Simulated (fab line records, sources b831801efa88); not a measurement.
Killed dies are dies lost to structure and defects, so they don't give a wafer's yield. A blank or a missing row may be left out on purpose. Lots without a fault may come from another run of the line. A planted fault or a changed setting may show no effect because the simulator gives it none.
Which tool did it? | flow sfq_line | 14 lots, 42 wafers sampled, at 4 steps of a route of 325

WHAT THE GAUGES READ, wafer by wafer
The record holds no reading of a measuring or inspecting step that can be judged against a usual standard deviation.

WHICH TOOL RAN EACH LOT (tool, then ch and the chambers of the sampled wafers, then the start)
lot  | SFQ_TRILAYER_M3_STRIP_STRIP_079   | SFQ_TRILAYER_M4_STRIP_STRIP_097   | SFQ_TRILAYER_I4_METRO_MEASURE_101 | SFQ_TRILAYER_I4_VIA_LITHO_DEVELOP_105
L138 | rie_metal-03 ch 0,1, day 46 13:50 | rie_metal-02 ch 0,1, day 53 04:17 | film_metro-03, day 53 09:08       | litho_track-01 ch 0, day 59 17:25
L143 | rie_metal-04 ch 0,1, day 49 00:19 | rie_metal-04 ch 0,1, day 55 12:44 | film_metro-03, day 55 16:43       | litho_track-01 ch 0, day 61 17:01
L144 | rie_metal-01 ch 0,1, day 49 09:55 | rie_metal-03 ch 1, day 55 14:16   | film_metro-04, day 55 19:43       | litho_track-02 ch 0, day 61 20:37
L145 | rie_metal-01 ch 0,1, day 50 06:38 | rie_metal-03 ch 0,1, day 56 21:32 | film_metro-03, day 57 05:03       | litho_track-03 ch 0, day 63 06:02
L148 | rie_metal-03 ch 0,1, day 51 05:34 | rie_metal-04 ch 0, day 57 18:11   | film_metro-03, day 57 22:45       | litho_track-01 ch 0, day 63 18:02
L149 | rie_metal-04 ch 0,1, day 51 17:34 | rie_metal-02 ch 0,1, day 58 04:35 | film_metro-02, day 58 08:45       | litho_track-02, day 64 01:14
L150 | rie_metal-03 ch 0,1, day 51 22:10 | rie_metal-03 ch 0,1, day 58 10:46 | film_metro-03, day 58 14:44       | litho_track-01, day 64 03:35
L154 | rie_metal-04 ch 0,1, day 54 02:01 | rie_metal-04 ch 0,1, day 61 20:17 | film_metro-04, day 62 02:16       | litho_track-03 ch 0, day 66 17:17
L156 | rie_metal-01 ch 0,1, day 54 06:37 | rie_metal-04 ch 0,1, day 61 22:29 | film_metro-04, day 62 06:04       | litho_track-01 ch 0, day 66 19:38
L157 | rie_metal-03 ch 0,1, day 54 11:25 | rie_metal-04 ch 0,1, day 62 00:53 | film_metro-02, day 62 09:16       | litho_track-01 ch 0, day 66 20:51
L158 | rie_metal-01 ch 0,1, day 54 13:04 | rie_metal-03 ch 0,1, day 62 02:17 | film_metro-04, day 62 11:16       | litho_track-01 ch 0, day 66 22:05
L159 | rie_metal-03 ch 0,1, day 55 00:52 | rie_metal-02 ch 0,1, day 62 03:17 | film_metro-02, day 62 12:16       | litho_track-02 ch 0, day 66 23:15
L160 | rie_metal-01 ch 0,1, day 55 13:04 | rie_metal-03 ch 1, day 62 05:53   | film_metro-04, day 62 15:04       | litho_track-02 ch 0, day 67 00:26
L161 | rie_metal-03 ch 1, day 55 18:39   | rie_metal-03 ch 1, day 62 08:17   | film_metro-04, day 62 18:04       | litho_track-02 ch 0, day 67 01:38
- SFQ_TRILAYER_M3_STRIP_STRIP_079: strips in O2.
- SFQ_TRILAYER_M4_STRIP_STRIP_097: strips in O2.
- SFQ_TRILAYER_I4_METRO_MEASURE_101
- SFQ_TRILAYER_I4_VIA_LITHO_DEVELOP_105: time 60 s.

WHAT THE TOOLS THEMSELVES READ (means of the sampled wafers that have a number; where no wafer has one, the mark that the record gives instead)
SFQ_TRILAYER_M3_STRIP_STRIP_079. Usual: drypump_motor_current_A 5.6 A, standard deviation 0.44; oes_product_au 0.999 a.u., standard deviation 0.008.
lot  | tool         | drypump_motor_current_A (A) | oes_product_au (a.u.) | flag
L138 | rie_metal-03 | 5.1                         | 1.004                 |
L143 | rie_metal-04 | 6.0                         | 1.005                 |
L144 | rie_metal-01 | 5.5                         | 0.992                 |
L145 | rie_metal-01 | 5.7                         | 0.997                 |
L148 | rie_metal-03 | 5.3                         | 1.003                 |
L149 | rie_metal-04 | 5.8                         | 1.007                 |
L150 | rie_metal-03 | 5.1                         | 1.004                 |
L154 | rie_metal-04 | 5.8                         | 1.002                 |
L156 | rie_metal-01 | 5.7                         | 0.990                 |
L157 | rie_metal-03 | 5.3                         | 0.997                 |
L158 | rie_metal-01 | 5.6                         | 0.987                 |
L159 | rie_metal-03 | 5.3                         | 0.997                 |
L160 | rie_metal-01 | 5.5                         | 1.005                 |
L161 | rie_metal-03 | 4.8                         | 0.992                 |

SFQ_TRILAYER_M4_STRIP_STRIP_097. Usual: drypump_motor_current_A 5.6 A, standard deviation 0.53; oes_product_au 0.999 a.u., standard deviation 0.0086.
lot  | tool         | drypump_motor_current_A (A) | oes_product_au (a.u.) | flag
L138 | rie_metal-02 | 6.1                         | 1.001                 |
L143 | rie_metal-04 | 6.0                         | 1.009                 |
L144 | rie_metal-03 | 4.8                         | 0.993                 |
L145 | rie_metal-03 | 5.1                         | 0.994                 |
L148 | rie_metal-04 | 5.6                         | 0.999                 |
L149 | rie_metal-02 | 6.2                         | 1.003                 |
L150 | rie_metal-03 | 5.3                         | 0.988                 |
L154 | rie_metal-04 | 5.8                         | 1.005                 |
L156 | rie_metal-04 | 6.0                         | 1.007                 |
L157 | rie_metal-04 | 6.0                         | 1.001                 |
L158 | rie_metal-03 | 5.1                         | 0.994                 |
L159 | rie_metal-02 | 6.1                         | 0.993                 |
L160 | rie_metal-03 | 4.8                         | 0.987                 |
L161 | rie_metal-03 | 4.8                         | 1.000                 |

SFQ_TRILAYER_I4_METRO_MEASURE_101. Usual: thk_nm 200.5 nm, standard deviation 0.98.
lot  | tool          | thk_nm (nm) | flag
L138 | film_metro-03 | 202.2       |
L143 | film_metro-03 | 200.0       |
L144 | film_metro-04 | 199.2       |
L145 | film_metro-03 | 199.9       |
L148 | film_metro-03 | 200.5       |
L149 | film_metro-02 | 201.1       |
L150 | film_metro-03 | 201.0       |
L154 | film_metro-04 | 200.0       |
L156 | film_metro-04 | 200.4       |
L157 | film_metro-02 | 201.5       |
L158 | film_metro-04 | 200.6       |
L159 | film_metro-02 | 200.7       |
L160 | film_metro-04 | 199.6       |
L161 | film_metro-04 | 201.3       |

SFQ_TRILAYER_I4_VIA_LITHO_DEVELOP_105. Usual: chill_plate_temp_C 23.00 C, standard deviation 0.099; exhaust_pa 44.9 Pa, standard deviation 0.81.
lot  | tool           | chill_plate_temp_C (C) | exhaust_pa (Pa) | flag
L138 | litho_track-01 | 22.94                  | 44.7            |
L143 | litho_track-01 | 22.90                  | 44.7            |
L144 | litho_track-02 | 22.89                  | 45.2            |
L145 | litho_track-03 | 23.11                  | 45.3            |
L148 | litho_track-01 | 22.92                  | 44.4            |
L149 | litho_track-02 | -                      | -               | OFF
L150 | litho_track-01 | -                      | -               | OFF
L154 | litho_track-03 | 23.05                  | 44.7            |
L156 | litho_track-01 | 23.15                  | 44.3            |
L157 | litho_track-01 | 23.03                  | 45.0            |
L158 | litho_track-01 | 22.94                  | 44.7            |
L159 | litho_track-02 | 23.11                  | 45.5            |
L160 | litho_track-02 | 22.97                  | 44.0            |
L161 | litho_track-02 | 23.10                  | 44.9            |

THE ANSWER, worked out from the rows above alone
Rule: a lot is off if the mean of its wafers that have a number lies more than 3 standard deviations from the usual mean. A lot without any number at a reading at which 4 lots or more have one is off too. The other lots that the step has rows for count as sound. The gauges are gone through in route order, then the tools' own readings, and for those a lot's mean is taken as printed above. The first step at which some lot is off is used, and at that step the reading that is off furthest; a lot without a number counts as furthest.
Off: L149, L150, at SFQ_TRILAYER_I4_VIA_LITHO_DEVELOP_105 (chill_plate_temp_C). Without a number there: L149, L150.
A tool fits if, at that step or a process step before it, it ran every lot that is off, and no sound lot after the first of them. None of those tried fits.

WHAT THE SIMULATOR HAD PUT IN
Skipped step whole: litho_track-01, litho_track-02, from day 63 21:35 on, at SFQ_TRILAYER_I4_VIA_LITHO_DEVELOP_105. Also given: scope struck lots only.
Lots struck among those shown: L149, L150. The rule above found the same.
